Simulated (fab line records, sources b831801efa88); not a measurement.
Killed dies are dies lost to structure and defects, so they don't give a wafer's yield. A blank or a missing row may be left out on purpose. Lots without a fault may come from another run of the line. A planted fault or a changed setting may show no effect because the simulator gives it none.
fab line records | flow sky130
record lots=6 wafers=17 last_day=50
route steps=708 shown VIA4@645 METAL5@661 PAD_OPEN@708
lots that met no fault: from a run of the same line without faults
start_h: hours from the record's first day to the start of the lot's first wafer shown | wait_h: hours since the lot's step before | " the same as in the row above | L1.1+2: a row that stands for several wafers | - no value, or no start given | * or withheld: withheld | < > ~ a bound
route shown NAME@n: a module of which the file shows steps, and the number in the route of the first | usual: mean/standard deviation of fault-free wafers | same: alike in all rows | chamber/n: place in a boat | sites: the reading at each site | _std_site: their standard deviation | _edge_site: outer sites' mean less inner sites' | radius_mm: how far each site lies from the wafer's centre | mask NAME#n: copy n | behind: the tool/chamber that last shaped the wafer | hold: why the lot was held/for how many hours/how that ended | device: the transistor (n, p or np) that didn't switch | end of line: the same wafers' tests at the end of the route | a step without rows: its recipe alone | killed: dies lost to structure and defects at the first sort, not the wafer's yield | map: a wafer's dies, x killed, . not, _ none there
set.NAME: the setting as run; set.NAME@STEP: as run at that earlier step | model.NAME: the simulator's own value behind a step, which no gauge read
lots at some steps of the route; a table a step, a row a wafer
services: from which hour (start_h, from the record's first day; less than 0 if before it) a tool's chamber was out of use, for how many hours, and why
## steps
# step SKY_VIA4_COAT_06
# recipe resist=NOVOLAK spin_rpm=3000 resist_thk_nm=1140
# step SKY_VIA4_SOFTBAKE_07
# recipe temp_c=90 time_s=60 resist=NOVOLAK
# step SKY_VIA4_EXPOSE_08
# recipe mask_id=VIM4 na=0.6 source_shape=conventional sigma_outer=0.6 polarization=unpolarized target_cd_nm=800 dose_mj=132
# step SKY_VIA4_PEB_09
# recipe temp_c=withheld time_s=* resist=NOVOLAK
# step SKY_VIA4_DEVELOP_10
# recipe resist=NOVOLAK developer=TMAH develop_time_s=60 dev_temp_c=23
# step SKY_VIA4_OVL_MEAS_11
# usual VIA4_OVL=0.3/1.5
# columns lot.wafer tool chamber start_h wait_h VIA4_OVL[nm]
L136.4 overlay-01 - 1033.96 0.1 1.5
L136.5 " - " " 3.1
L136.6 " - " " 2.5
L143.1 overlay-01 - 1069.71 0.1 -0.7
L143.2 " - " " -0.8
L143.5 " - " " 0.0
L146.2 overlay-02 - 1091.57 0.1 -1.7
L146.5 " - " " -2.4
L146.6 " - " " -1.0
L154.3 overlay-01 - 1131.43 0.1 0.5
L154.5 " - " " 0.1
L154.6 " - " " -1.8
L155.4 overlay-02 - 1136.13 0.1 -1.9
L155.5 " - " " -1.6
L156.2 overlay-02 - 1140.20 0.1 2.4
L156.3 " - " " 0.7
L156.6 " - " " 1.1
# step SKY_VIA4_ETCH_12
# recipe target=SiO2 chemistry=C4F8/O2/Ar stop_on=TiN mask_material=NOVOLAK source_w=1500 bias_w=1200 pressure_mtorr=40 c4f8_flow_sccm=withheld O2_flow_sccm=6 Ar_flow_sccm=300 time_s=withheld target_depth_a=5800
# usual oes_product_au=0.925/0.0046
# columns lot.wafer tool chamber start_h wait_h oes_product_au
L136.4 rie_diel-04 3 1033.98 0.0 0.918
L136.5 " 3 " " 0.930
L136.6 " 0 " " 0.926
L143.1 rie_diel-04 1 1069.75 0.0 0.928
L143.2 " 0 " " 0.933
L143.5 " 3 " " 0.929
L146.2 rie_diel-03 2 1091.60 0.0 0.927
L146.5 " 3 " " 0.921
L146.6 " 2 " " 0.928
L154.3 rie_diel-02 0 1131.45 0.0 0.929
L154.5 " 1 " " 0.923
L154.6 " 0 " " 0.922
L155.4 rie_diel-02 0 1136.19 0.0 0.928
L155.5 " 1 " " 0.927
L156.2 rie_diel-03 3 1140.23 0.0 0.916
L156.3 " 0 " " 0.929
L156.6 " 2 " " 0.928
# step SKY_VIA4_STRIP_13
# recipe chemistry=O2/N2 power_w=1400 pressure_mtorr=1500 platen_temp_c=withheld o2_flow_sccm=3000 n2_flow_sccm=300 overash_fraction=0.5
# usual drypump_motor_current_A=5.7/0.48 oes_product_au=0.710/0.0044 strip_time_to_endpoint_s=12.80/0.035
# columns lot.wafer tool chamber start_h wait_h drypump_motor_current_A oes_product_au rf_hours_counter_h strip_time_to_endpoint_s
L136.4 plasma_asher-01 1 1034.08 - 5.7 0.709 - 12.82
L136.5 " 0 " " 6.3 0.707 - 12.80
L136.6 " 1 " " 5.6 0.709 - 12.79
L143.1 plasma_asher-03 0 1069.82 - 5.7 0.714 32 12.83
L143.2 " 1 " " 6.2 0.708 32 12.81
L143.5 " 0 " " 5.7 0.709 - 12.78
L146.2 plasma_asher-02 0 1091.67 - 4.8 0.714 93 12.79
L146.5 " 0 " " 4.8 0.703 - 12.81
L146.6 " 1 " " 5.8 0.705 - 12.84
L154.3 plasma_asher-01 0 1131.56 - 6.3 0.713 - 12.80
L154.5 " 0 " " 6.3 0.712 - 12.77
L154.6 " 1 " " 5.6 0.708 - 12.84
L155.4 plasma_asher-03 0 1136.26 - 5.7 0.709 - 12.83
L155.5 " 0 " " 5.7 0.720 - 12.82
L156.2 plasma_asher-01 0 1140.30 - 6.3 0.716 8 12.80
L156.3 " 0 " " 6.3 0.708 - 12.82
L156.6 " 0 " " 6.3 0.710 - 12.82
# step SKY_VIA4_STRIP_14
# recipe chemistry=post_etch_residue_remover time_s=1200 temp_c=72.5
# step SKY_VIA4_CLEAN_15
# recipe chemistry=IPA time_s=180 temp_c=25
# step SKY_VIA4_CLEAN_16
# recipe chemistry=O3/DIW dry=n2_spin
# step SKY_VIA4_SPUTTER_17
# recipe material=TiN target_thk_nm=20 chamber_pressure_pa=5 power_w=4000 time_s=80
# usual throttle_valve_pct=30.0/0.96
# columns lot.wafer tool chamber start_h wait_h throttle_valve_pct
L136.4 pvd_sputter-04 - 1034.67 0.0 28.3
L136.5 " - " " 30.6
L136.6 " - " " 30.2
L143.1 pvd_sputter-03 - 1070.42 0.0 30.9
L143.2 " - " " 29.4
L143.5 " - " " 29.0
L146.2 pvd_sputter-04 - 1092.26 0.0 28.5
L146.5 " - " " 28.3
L146.6 " - " " 29.8
L154.3 pvd_sputter-01 - 1132.23 0.0 31.1
L154.5 " - " " 30.9
L154.6 " - " " 30.7
L155.4 pvd_sputter-03 - 1137.25 0.0 31.0
L155.5 " - " " 29.4
L156.2 pvd_sputter-04 - 1140.89 0.0 29.6
L156.3 " - " " 30.2
L156.6 " - " " 28.3
# step SKY_VIA4_CVD_18
# recipe material=W target_thk_nm=505 time_s=152.14 temp_c=400 pressure_torr=40
# usual heater_power_outer_w=487/28 heater_power_w=795/26 susceptor_temp_C=400.00/0.24
# columns lot.wafer tool chamber start_h wait_h heater_power_outer_w heater_power_w susceptor_temp_C model.W_of_VIA4_CVD_18.thk_nm
L136.4 cvd_w-02 0 1034.75 0.1 481 787 399.93 508.1
L136.5 " 0 " " 467 777 400.03 504.1
L136.6 " 1 " " 510 819 400.34 497.2
L143.1 cvd_w-01 0 1070.48 0.0 525 800 400.18 498.3
L143.2 " 1 " " 447 744 399.81 505.1
L143.5 " 0 " " 507 791 400.27 491.7
L146.2 cvd_w-01 1 1092.33 0.0 454 719 400.08 508.9
L146.5 " 0 " " 505 797 399.63 508.5
L146.6 " 1 " " 442 748 400.16 511.2
L154.3 cvd_w-01 1 1132.34 0.1 439 765 400.00 497.4
L154.5 " 1 " " 435 744 399.95 498.6
L154.6 " 0 " " 340 578 345.47 168.4
L155.4 cvd_w-01 0 1137.36 0.1 340 563 345.50 168.5
L155.5 " 0 " " 350 568 345.74 169.8
L156.2 cvd_w-02 0 1140.95 0.0 486 781 400.28 499.6
L156.3 " 1 " " 519 849 400.08 502.1
L156.6 " 1 " " 515 839 400.38 500.2
# step SKY_VIA4_RS_MEAS_19
# recipe thk_meas_gauge=four-point-probe reads=W_of_VIA4_CVD_18+TiN_of_VIA4_SPUTTER_17
# usual VIA4_W_RS=0.2289/0.0023
# columns lot.wafer tool chamber start_h wait_h hold VIA4_W_RS[ohm/sq]
L136.4 film_metro-03 - 1034.91 0.1 - 0.2250
L136.5 " - " " - 0.2268
L136.6 " - " " - 0.2297
L143.1 film_metro-02 - 1070.63 0.1 - 0.2290
L143.2 " - " " - 0.2262
L143.5 " - " " - 0.2320
L146.2 film_metro-02 - 1092.50 0.1 - 0.2251
L146.5 " - " " - 0.2250
L146.6 " - " " - 0.2234
L154.3 film_metro-02 - 1132.49 0.1 await_dispo/0.2h/release 0.2293
L154.5 " - " " await_dispo/0.2h/release 0.2292
L154.6 " - " " await_dispo/0.2h/release 0.6886
L154.3 film_metro-02 - 1132.89 0.4 - 0.2293
L154.5 " - " " - 0.2290
L154.6 " - " " - 0.6895
L155.4 film_metro-03 - 1137.52 0.1 await_dispo/0.2h/release 0.6900
L155.5 " - " " await_dispo/0.2h/release 0.6852
L155.4 film_metro-03 - 1138.03 0.5 - 0.6900
L155.5 " - " " - 0.6840
L156.2 film_metro-03 - 1141.12 0.1 - 0.2290
L156.3 " - " " - 0.2278
L156.6 " - " " - 0.2285
# step SKY_VIA4_THK_MEAS_20
# recipe thk_meas_gauge=xrf reads=W_of_VIA4_CVD_18
# usual VIA4_W_THK=501/4.8
# columns lot.wafer tool chamber start_h wait_h hold VIA4_W_THK[nm]
L136.4 film_metro-03 - 1035.00 0.1 - 509
L136.5 " - " " - 505
L136.6 " - " " - 501
L143.1 film_metro-02 - 1070.75 0.1 - 501
L143.2 " - " " - 509
L143.5 " - " " - 494
L146.2 film_metro-02 - 1092.61 0.1 - 506
L146.5 " - " " - 508
L146.6 " - " " - 510
L154.3 film_metro-02 - 1138.23 5.3 await_dispo/0.2h/release 499
L154.5 " - " " await_dispo/0.2h/release 501
L154.6 " - " " await_dispo/0.2h/release 168
L154.3 film_metro-02 - 1138.46 0.2 - 499
L154.5 " - " " - 499
L154.6 " - " " - 169
L155.4 film_metro-03 - 1140.55 2.5 await_dispo/2.4h/release 168
L155.5 " - " " await_dispo/2.4h/release 169
L156.2 film_metro-03 - 1141.23 0.1 - 498
L156.3 " - " " - 499
L156.6 " - " " - 495
# step SKY_VIA4_CMP_21
# recipe stop_on=SiO2 t_overpolish_s=25 down_force_psi=3.5 platen_rpm=60 target_thk_nm=0 pad_velocity_m_s=0.94248
# usual motor_current_A=11.4/1.4 time_to_endpoint_s=121/4.5
# columns lot.wafer tool chamber start_h wait_h hold motor_current_A time_to_endpoint_s
L136.4 cmp-01 3 1035.18 0.2 - 11.8 130
L136.6 " 0 " " - 11.4 123
L136.5 " 1 " " - 13.8 124
L143.2 cmp-01 1 1070.86 0.1 - 13.4 124
L143.1 " 3 " " - 12.0 125
L143.5 " 1 " " - 13.1 121
L146.2 cmp-02 0 1092.66 0.0 - 10.2 125
L146.5 " 0 " " - 10.0 127
L146.6 " 1 " " - 11.4 120
L155.4 cmp-02 0 1140.93 0.4 - 10.5 43
L155.5 " 2 " " - 12.5 42
L156.3 cmp-02 1 1141.28 0.0 - 11.3 120
L156.2 " 2 " " - 11.7 124
L156.6 " 2 " " - 12.6 122
L154.3 cmp-01 1 1146.55 8.1 await_dispo/7.8h/release 13.3 126
L154.6 " 2 " " await_dispo/7.8h/release 8.1 39
L154.5 " 3 " " await_dispo/7.8h/release 11.7 129
# step SKY_METAL5_SPUTTER_00
# recipe material=Ti target_thk_nm=15 power_w=3000 time_s=10 chamber_pressure_pa=0.4
# usual throttle_valve_pct=30.2/1
# columns lot.wafer tool chamber start_h wait_h throttle_valve_pct
L136.4 pvd_sputter-03 - 1035.34 0.1 31.5
L136.5 " - " " 29.5
L136.6 " - " " 28.8
L143.1 pvd_sputter-01 - 1071.11 0.1 31.3
L143.2 " - " " 30.4
L143.5 " - " " 29.4
L146.2 pvd_sputter-02 - 1092.96 0.2 30.1
L146.5 " - " " 30.2
L146.6 " - " " 30.3
L155.4 pvd_sputter-01 - 1141.08 0.1 30.3
L155.5 " - " " 30.5
L156.2 pvd_sputter-02 - 1141.58 0.2 30.0
L156.3 " - " " 28.0
L156.6 " - " " 30.4
L154.3 pvd_sputter-01 - 1146.70 0.1 30.5
L154.5 " - " " 29.4
L154.6 " - " " 30.5
# step SKY_PAD_OPEN_PROBE_99
# usual killed_at_M0_to_M3=43/7.2 killed_at_M4_up=3.2/1.8 killed_at_contacts=23/5.6 killed_at_front_end=15/4.6 killed_at_other=0.3/0.71 killed_dies=85/10 killed_open=46/7.8 killed_short=38/6.5
# same gross_dies=492 killed_at_back_side=0
# columns lot.wafer tool chamber start_h wait_h killed_at_M0_to_M3 killed_at_M4_up killed_at_contacts killed_at_front_end killed_at_other killed_dies killed_open killed_short model.etest.res_p_drift_20v.line_ohm_um model.etest.res_p_drift_20v.rs_ohm_sq model.etest.res_pwde_under_gate.rs_ohm_sq model.etest.via4_chain.rc_ohm
L136.4 prober-02 - 1103.06 0.2 57 5 19 6 0 87 44 43 1.147e+04 9588 6244 0.7885
L136.5 prober-02 - 1103.11 0.2 42 5 31 6 0 84 35 49 1.115e+04 9333 6149 0.807
L136.6 prober-02 - 1103.16 0.2 37 2 12 6 0 57 34 23 1.122e+04 9431 6162 0.823
L143.1 prober-01 - 1134.85 0.1 38 3 32 20 2 95 58 35 1.206e+04 9966 6188 0.7824
L143.2 prober-01 - 1134.90 0.1 33 4 31 20 1 89 51 37 1.178e+04 9755 6205 0.7845
L143.5 prober-01 - 1135.05 0.2 48 3 29 16 1 97 58 38 1.174e+04 9698 6158 0.8153
L146.2 prober-02 - 1153.49 0.1 44 3 29 16 0 92 48 44 1.186e+04 9961 6254 0.7584
L146.5 prober-02 - 1153.64 0.2 41 1 19 12 1 74 40 34 1.162e+04 9720 6245 0.7772
L146.6 prober-02 - 1153.69 0.2 30 5 28 10 0 73 38 35 1.138e+04 9523 6263 0.8276
L154.3 prober-02 - 1189.26 0.2 44 1 22 20 0 87 44 43 1.177e+04 9800 6096 0.7723
L154.5 prober-02 - 1189.36 0.2 37 2 19 13 0 71 37 34 1.191e+04 9990 6100 0.7926
L154.6 prober-02 - 1189.41 0.2 34 3 16 17 0 70 29 41 1.154e+04 9757 6164 0.8547
L155.4 prober-01 - 1194.33 0.2 37 3 9 16 1 66 39 27 9412 8013 5196 0.8433
L155.5 prober-01 - 1194.38 0.2 37 6 20 13 0 76 51 25 9205 7753 5171 0.8627
L156.2 prober-02 - 1197.05 0.1 39 5 29 14 0 87 50 36 1.122e+04 9363 6265 0.8012
L156.3 prober-02 - 1197.10 0.2 49 2 28 15 0 94 54 40 1.1e+04 9174 6247 0.8064
L156.6 prober-02 - 1197.25 0.2 45 3 21 16 0 85 47 37 1.116e+04 9332 6239 0.773
# killed by level:class
L136.4 VIA3:geometric_particle:open=11 LI_CONTACT:geometric_particle:open=8 VIA1:geometric_particle:open=7 VIA2:geometric_particle:open=7 VIA2:geometric_particle:short=7 VIA3:geometric_particle:short=5 METAL3:geometric_particle:short=5 METAL2:geometric_particle:short=5
L136.5 CONTACT:geometric_particle:open=9 LOCAL_INTERCONNECT:geometric_particle:short=9 METAL1:geometric_particle:short=9 VIA3:geometric_particle:open=8 VIA1:geometric_particle:open=8 CONTACT:geometric_particle:short=7 FIELD_ISO:geometric_particle:short=5 LI_CONTACT:geometric_particle:open=5
L136.6 VIA2:geometric_particle:open=8 VIA1:geometric_particle:open=6 LI_CONTACT:geometric_particle:open=5 METAL1:geometric_particle:short=5 CONTACT:geometric_particle:open=4 VIA1:geometric_particle:short=4 METAL2:geometric_particle:short=3 METAL3:geometric_particle:short=3
L143.1 CONTACT:geometric_particle:open=12 POLY_GATE:geometric_particle:open=9 VIA1:geometric_particle:open=8 LI_CONTACT:geometric_particle:open=7 LOCAL_INTERCONNECT:geometric_particle:short=5 CONTACT:geometric_particle:short=5 VIA1:geometric_particle:short=4 METAL2:geometric_particle:open=4
L143.2 LI_CONTACT:geometric_particle:open=9 CONTACT:geometric_particle:open=9 VIA1:geometric_particle:open=9 VIA3:geometric_particle:open=7 CONTACT:geometric_particle:short=7 FIELD_ISO:geometric_particle:short=6 FIELD_ISO:geometric_particle:open=5 POLY_GATE:geometric_particle:open=5
L143.5 VIA1:geometric_particle:open=10 CONTACT:geometric_particle:open=9 VIA3:geometric_particle:open=8 CONTACT:geometric_particle:short=7 VIA2:geometric_particle:open=6 LI_CONTACT:geometric_particle:open=5 METAL2:geometric_particle:short=5 FIELD_ISO:geometric_particle:short=4
L146.2 VIA1:geometric_particle:open=12 CONTACT:geometric_particle:open=11 METAL1:geometric_particle:short=7 VIA2:geometric_particle:open=7 CONTACT:geometric_particle:short=6 LI_CONTACT:geometric_particle:open=5 FIELD_ISO:geometric_particle:open=4 METAL2:geometric_particle:short=4
L146.5 METAL1:geometric_particle:short=7 FIELD_ISO:geometric_particle:open=6 METAL3:geometric_particle:short=6 LI_CONTACT:geometric_particle:open=6 METAL2:geometric_particle:short=6 VIA2:geometric_particle:open=6 VIA3:geometric_particle:open=6 VIA1:geometric_particle:open=5
L146.6 VIA1:geometric_particle:open=12 CONTACT:geometric_particle:open=11 LOCAL_INTERCONNECT:geometric_particle:short=6 CONTACT:geometric_particle:short=6 FIELD_ISO:geometric_particle:short=4 LI_CONTACT:geometric_particle:open=4 METAL2:geometric_particle:short=4 VIA2:geometric_particle:open=3
L154.3 VIA1:geometric_particle:open=10 CONTACT:geometric_particle:open=8 FIELD_ISO:geometric_particle:open=5 LI_CONTACT:geometric_particle:open=5 VIA3:geometric_particle:short=5 METAL1:geometric_particle:short=5 VIA2:geometric_particle:open=5 METAL2:geometric_particle:short=5
L154.5 CONTACT:geometric_particle:open=7 METAL1:geometric_particle:short=7 LI_CONTACT:geometric_particle:open=6 VIA1:geometric_particle:open=6 VIA3:geometric_particle:open=6 POLY_GATE:geometric_particle:open=4 LOCAL_INTERCONNECT:geometric_particle:short=4 METAL2:geometric_particle:short=4
L154.6 METAL1:geometric_particle:short=9 METAL2:geometric_particle:short=9 CONTACT:geometric_particle:open=8 FIELD_ISO:geometric_particle:short=6 POLY_GATE:geometric_particle:open=4 CONTACT:geometric_particle:short=4 VIA3:geometric_particle:open=4 POLY_GATE:geometric_particle:short=3
L155.4 VIA1:geometric_particle:open=11 VIA3:geometric_particle:open=5 VIA2:geometric_particle:open=5 POLY_GATE:geometric_particle:open=4 POLY_GATE:geometric_particle:short=4 METAL2:geometric_particle:short=4 FIELD_ISO:geometric_particle:short=3 FIELD_ISO:geometric_particle:open=3
L155.5 VIA2:geometric_particle:open=10 LI_CONTACT:geometric_particle:open=9 VIA3:geometric_particle:open=7 VIA1:geometric_particle:open=6 FIELD_ISO:geometric_particle:open=5 POLY_GATE:geometric_particle:open=5 METAL4:geometric_particle:short=4 LOCAL_INTERCONNECT:geometric_particle:short=4
L156.2 CONTACT:geometric_particle:open=15 VIA3:geometric_particle:open=7 METAL2:geometric_particle:short=7 VIA2:geometric_particle:open=7 LI_CONTACT:geometric_particle:open=6 VIA1:geometric_particle:open=6 FIELD_ISO:geometric_particle:short=5 CONTACT:geometric_particle:short=4
L156.3 VIA3:geometric_particle:open=14 LI_CONTACT:geometric_particle:open=9 LOCAL_INTERCONNECT:geometric_particle:short=8 VIA1:geometric_particle:short=7 CONTACT:geometric_particle:open=7 VIA1:geometric_particle:open=6 VIA2:geometric_particle:open=6 POLY_GATE:geometric_particle:open=5
L156.6 VIA3:geometric_particle:open=12 METAL2:geometric_particle:short=8 VIA1:geometric_particle:short=7 CONTACT:geometric_particle:open=6 POLY_GATE:geometric_particle:open=5 LI_CONTACT:geometric_particle:open=5 LOCAL_INTERCONNECT:geometric_particle:short=5 FIELD_ISO:geometric_particle:open=4
## services
# columns tool chamber start_h hours kind
cvd_w-01 - 1021.50 6.0 pm
rie_diel-02 3 1043.51 118.2 repair
pvd_sputter-02 - 1047.64 4.9 repair
plasma_asher-01 - 1055.25 9.0 pm
cmp-02 - 1058.96 8.2 pm
pvd_sputter-01 - 1063.41 7.6 repair
rie_diel-04 2 1068.15 3.8 repair
cmp-02 - 1068.67 4.4 repair
cvd_w-02 - 1069.59 1.1 repair
rie_diel-03 0 1071.10 20.6 repair
pvd_sputter-01 1 1071.28 - consumable_replace:kit
pvd_sputter-01 - 1079.57 3.6 repair
cmp-02 - 1084.04 4.0 pm
pvd_sputter-03 - 1085.15 4.0 repair
rie_diel-02 0 1086.20 4.1 repair
plasma_asher-03 - 1091.59 3.1 repair
pvd_sputter-02 - 1103.67 3.2 repair
plasma_asher-03 - 1111.84 4.3 pm
cmp-01 - 1112.05 1.0 repair
cmp-01 - 1119.14 1.0 repair
rie_diel-03 2 1124.57 6.3 repair
plasma_asher-03 - 1140.41 1.0 repair
cmp-02 - 1141.98 0.9 repair
plasma_asher-02 - 1143.26 1.8 repair
## key
first_sign step=SKY_VIA4_CVD_18 reading=susceptor_temp_C direction=down sigmas=99+ usual=* struck=*
effect step=SKY_VIA4_CVD_18 reading=heater_power_w direction=down sigmas=8.6 usual=* struck=*
effect step=SKY_VIA4_RS_MEAS_19 reading=visit direction=added
effect step=SKY_VIA4_RS_MEAS_19 reading=VIA4_W_RS direction=up sigmas=99+ usual=0.2289 struck=0.6879
effect step=SKY_VIA4_THK_MEAS_20 reading=VIA4_W_THK direction=down sigmas=69 usual=501 struck=168
effect step=SKY_VIA4_CMP_21 reading=time_to_endpoint_s direction=down sigmas=17 usual=* struck=*
model_effect step=SKY_VIA4_CVD_18 value=W_of_VIA4_CVD_18.thk_nm without=498.2 struck=168.9
model_effect step=SKY_PAD_OPEN_PROBE_99 value=etest.res_p_drift_20v.line_ohm_um without=1.135e+04 struck=1.005e+04
met_at SKY_VIA4_CVD_18
struck_wafers L154.6,L155.4,L155.5
tester_left_out L155
onset_between 1092.33 1132.34
earlier_fault kind=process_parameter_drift tool=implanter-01 chamber=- onset_h=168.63 steps=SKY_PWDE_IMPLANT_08 channel=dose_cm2 offset=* shape=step end_h=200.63 acts_in=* stated=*
fault kind=process_parameter_drift tool=cvd_w-01 chamber=0 onset_h=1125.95 steps=SKY_VIA4_CVD_18 channel=temp_c offset=* shape=step acts_in=* stated=*
# tester_left_out: of these lots the tester's yield and bins aren't shown, on N5 and GAA mostly nor the transistor test; their killed dies are dies lost to structure and defects alone, not to doping, threshold or leakage, so they don't give the yield
